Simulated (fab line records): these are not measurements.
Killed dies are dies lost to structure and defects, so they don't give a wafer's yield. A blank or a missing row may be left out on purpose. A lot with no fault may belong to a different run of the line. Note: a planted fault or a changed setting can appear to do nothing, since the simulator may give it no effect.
Which tool is to blame? + flow sky130 + 33 wafers from 11 lots sampled at 5 of the route's 708 steps

WHAT THE GAUGES SHOWED, per wafer
SKY_PAD_OPEN_BOW_MEAS_13. Usual: PAD_OPEN_BOW 47 um, standard deviation 7.7.
| lot  | measured     | on           | PAD_OPEN_BOW (um) | flag |
|------|--------------|--------------|-------------------|------|
| L589 | day 45 08:49 | filmMetro-04 | 51 50 47          |      |
| L590 | day 45 20:55 | filmMetro-02 | 54 49 50          |      |
| L592 | day 46 09:11 | filmMetro-02 | 48 47 46          |      |
| L593 | day 46 15:50 | filmMetro-03 | 52 50 51          |      |
| L600 | day 48 20:08 | filmMetro-02 | 52 57 59          |      |
| L601 | day 49 02:00 | filmMetro-02 | 27 45 51          |      |
| L603 | day 49 04:49 | filmMetro-04 | 52 38 50          |      |
| L604 | day 49 08:04 | filmMetro-02 | 45 48 41          |      |
| L607 | day 50 02:10 | filmMetro-04 | 61 60 47          |      |
| L610 | day 50 13:16 | filmMetro-04 | 58 40 47          |      |
| L612 | day 51 01:50 | filmMetro-02 | 47 44 56          |      |

WHICH TOOL RAN EACH LOT (tool, then ch and the chambers of the sampled wafers, then the start)
| lot  | SKY_VIA4_SPUTTER_17         | SKY_METAL5_SPUTTER_02       | SKY_PASSIVATION_ETCH_11           | SKY_PASSIVATION_STRIP_12            |
|------|-----------------------------|-----------------------------|-----------------------------------|-------------------------------------|
| L589 | pvdSputter-04, day 42 09:38 | pvdSputter-03, day 42 10:23 | rieDiel-01 ch 0,3, day 44 08:59   | plasmaAsher-02 ch 0,1, day 44 09:05 |
| L590 | pvdSputter-01, day 42 22:47 | pvdSputter-03, day 42 23:32 | rieDiel-01 ch 0,3, day 44 20:50   | plasmaAsher-02 ch 0,1, day 44 20:56 |
| L592 | pvdSputter-01, day 43 13:04 | pvdSputter-02, day 43 13:49 | rieDiel-04 ch 1,2,3, day 45 10:29 | plasmaAsher-02 ch 0,1, day 45 10:35 |
| L593 | pvdSputter-03, day 43 19:44 | pvdSputter-02, day 43 20:31 | rieDiel-01 ch 0,3, day 45 16:08   | plasmaAsher-03 ch 0,1, day 45 16:17 |
| L600 | pvdSputter-04, day 46 03:38 | pvdSputter-02, day 46 08:43 | rieDiel-04 ch 1,2,3, day 47 22:44 | plasmaAsher-04 ch 0,1, day 47 22:50 |
| L601 | pvdSputter-03, day 46 10:43 | pvdSputter-02, day 46 12:01 | rieDiel-04 ch 1,2,3, day 48 05:08 | plasmaAsher-02 ch 0,1, day 48 05:14 |
| L603 | pvdSputter-01, day 46 13:50 | pvdSputter-01, day 46 14:34 | rieDiel-04 ch 0,1,2, day 48 07:32 | plasmaAsher-04 ch 0,1, day 48 07:38 |
| L604 | pvdSputter-03, day 46 18:56 | pvdSputter-02, day 46 19:41 | rieDiel-03 ch 0,2,3, day 48 11:19 | plasmaAsher-02 ch 0,1, day 48 11:26 |
| L607 | pvdSputter-04, day 47 15:43 | pvdSputter-01, day 47 16:37 | rieDiel-01 ch 0,1,2, day 49 06:50 | plasmaAsher-04 ch 0,1, day 49 06:56 |
| L610 | pvdSputter-03, day 48 05:22 | pvdSputter-03, day 48 06:07 | rieDiel-01 ch 1,2,3, day 49 19:07 | plasmaAsher-04 ch 0,1, day 49 19:14 |
| L612 | pvdSputter-01, day 48 20:44 | pvdSputter-02, day 48 21:29 | rieDiel-01 ch 0,2, day 50 08:52   | plasmaAsher-02 ch 0,1, day 50 08:59 |
- SKY_VIA4_SPUTTER_17: material TiN, target thk 20 nm, time 80 s.
- SKY_METAL5_SPUTTER_02: material AlCu, target thk 1150 nm, time 61.2 s.
- SKY_PASSIVATION_ETCH_11: etches the open film in CF4/O2, stops on AlCu, target depth 725 nm, time 161.1 s.
- SKY_PASSIVATION_STRIP_12: strips in O2/N2.

AS READ BY THE TOOLS THEMSELVES (means over the sampled wafers that have a number; for cases with no such wafer, the mark the record gives instead)
SKY_VIA4_SPUTTER_17. Usual: throttleValvePct 29.8 %, standard deviation 1.5.
| lot  | tool          | throttleValvePct (%) | flag |
|------|---------------|----------------------|------|
| L589 | pvdSputter-04 | 30.2                 |      |
| L590 | pvdSputter-01 | 30.0                 |      |
| L592 | pvdSputter-01 | 30.2                 |      |
| L593 | pvdSputter-03 | 30.3                 |      |
| L600 | pvdSputter-04 | 29.3                 |      |
| L601 | pvdSputter-03 | 29.0                 |      |
| L603 | pvdSputter-01 | 30.6                 |      |
| L604 | pvdSputter-03 | 28.8                 |      |
| L607 | pvdSputter-04 | 29.5                 |      |
| L610 | pvdSputter-03 | 29.0                 |      |
| L612 | pvdSputter-01 | 31.5                 |      |

SKY_METAL5_SPUTTER_02. Usual: throttleValvePct 30.1 %, standard deviation 1.2.
| lot  | tool          | throttleValvePct (%) | flag |
|------|---------------|----------------------|------|
| L589 | pvdSputter-03 | 30.6                 |      |
| L590 | pvdSputter-03 | 30.5                 |      |
| L592 | pvdSputter-02 | 30.1                 |      |
| L593 | pvdSputter-02 | 30.2                 |      |
| L600 | pvdSputter-02 | 30.2                 |      |
| L601 | pvdSputter-02 | 30.9                 |      |
| L603 | pvdSputter-01 | 30.2                 |      |
| L604 | pvdSputter-02 | 30.4                 |      |
| L607 | pvdSputter-01 | 30.7                 |      |
| L610 | pvdSputter-03 | 29.4                 |      |
| L612 | pvdSputter-02 | 30.9                 |      |

SKY_PASSIVATION_ETCH_11. Usual: drypumpMotorCurrentA 5.5 A, standard deviation 0.39; oesProductAu 0.979 a.u., standard deviation 0.0072; rfFwdPowerW 796.7 W, standard deviation 2.3; throttleValvePct 5.965 %, standard deviation 0.0095.
| lot  | tool       | drypumpMotorCurrentA (A) | oesProductAu (a.u.) | rfFwdPowerW (W) | throttleValvePct (%) | flag |
|------|------------|--------------------------|---------------------|-----------------|----------------------|------|
| L589 | rieDiel-01 | 5.2                      | 0.976               | 796.9           | 5.957                |      |
| L590 | rieDiel-01 | 5.1                      | 0.978               | 797.3           | 5.968                |      |
| L592 | rieDiel-04 | 5.5                      | 0.986               | 796.1           | 5.970                |      |
| L593 | rieDiel-01 | 5.2                      | 0.980               | 798.6           | 5.959                |      |
| L600 | rieDiel-04 | 5.5                      | 0.982               | 800.1           | 5.970                |      |
| L601 | rieDiel-04 | 5.5                      | 0.984               | 924.1           | 5.957                | OFF  |
| L603 | rieDiel-04 | 5.5                      | 0.988               | 926.3           | 5.975                | OFF  |
| L604 | rieDiel-03 | 5.7                      | 0.974               | 794.2           | 5.964                |      |
| L607 | rieDiel-01 | 5.4                      | 0.981               | 797.8           | 5.964                |      |
| L610 | rieDiel-01 | 5.6                      | 0.979               | 797.2           | 5.962                |      |
| L612 | rieDiel-01 | 5.2                      | 0.991               | 797.9           | 5.967                |      |

SKY_PASSIVATION_STRIP_12. Usual: drypumpMotorCurrentA 5.9 A, standard deviation 0.49; oesProductAu 0.660 a.u., standard deviation 0.0042; stripTimeToEndpointS 31.49 s, standard deviation 0.14.
| lot  | tool           | drypumpMotorCurrentA (A) | oesProductAu (a.u.) | stripTimeToEndpointS (s) | flag |
|------|----------------|--------------------------|---------------------|--------------------------|------|
| L589 | plasmaAsher-02 | 6.0                      | 0.662               | 31.38                    |      |
| L590 | plasmaAsher-02 | 6.0                      | 0.663               | 31.51                    |      |
| L592 | plasmaAsher-02 | 6.0                      | 0.663               | 31.55                    |      |
| L593 | plasmaAsher-03 | 5.6                      | 0.659               | 31.49                    |      |
| L600 | plasmaAsher-04 | 6.3                      | 0.660               | 31.46                    |      |
| L601 | plasmaAsher-02 | 6.0                      | 0.661               | 30.66                    | OFF  |
| L603 | plasmaAsher-04 | 6.3                      | 0.656               | 30.57                    | OFF  |
| L604 | plasmaAsher-02 | 6.2                      | 0.660               | 31.57                    |      |
| L607 | plasmaAsher-04 | 5.8                      | 0.661               | 31.49                    |      |
| L610 | plasmaAsher-04 | 6.3                      | 0.660               | 31.43                    |      |
| L612 | plasmaAsher-02 | 6.2                      | 0.658               | 31.30                    |      |

THE ANSWER, worked out from the rows above alone
Rule: lot off if the mean of its wafers having a number is beyond 3 standard deviations from the usual mean. A lot without any number at a reading at which 4 lots or more have one is off too. The other lots that the step has rows for count as sound. First the gauges in route order, then the tools' own readings, where a lot's mean is used as printed above. At the first step where some lot is off, the reading lying furthest off is the one used; lots without a number count as furthest.
Off at SKY_PASSIVATION_ETCH_11 (rfFwdPowerW): L601, L603.
A tool fits if, at that step or a process step before it, it ran every lot that is off, and no sound lot after the first of them. One fits: SKY_PASSIVATION_ETCH_11 on rieDiel-04. A fault onset in the window from L600 (day 47 22:44, its last sound lot) to L601 (day 48 05:08, its first lot off) fits.
The tool's own readings at SKY_PASSIVATION_ETCH_11 bear it out: on the lots that are off they differ by more than 5 times the standard deviation of the sound lots' means. rfFwdPowerW reads 925.2 W there against 797.3 W on the sound lots.

WHAT WAS PUT IN BY THE SIMULATOR
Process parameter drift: rieDiel-04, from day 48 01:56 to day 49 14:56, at SKY_PASSIVATION_ETCH_11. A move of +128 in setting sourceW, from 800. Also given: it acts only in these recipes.
Struck lots among those shown: L601, L603. Same finding as the rule above.
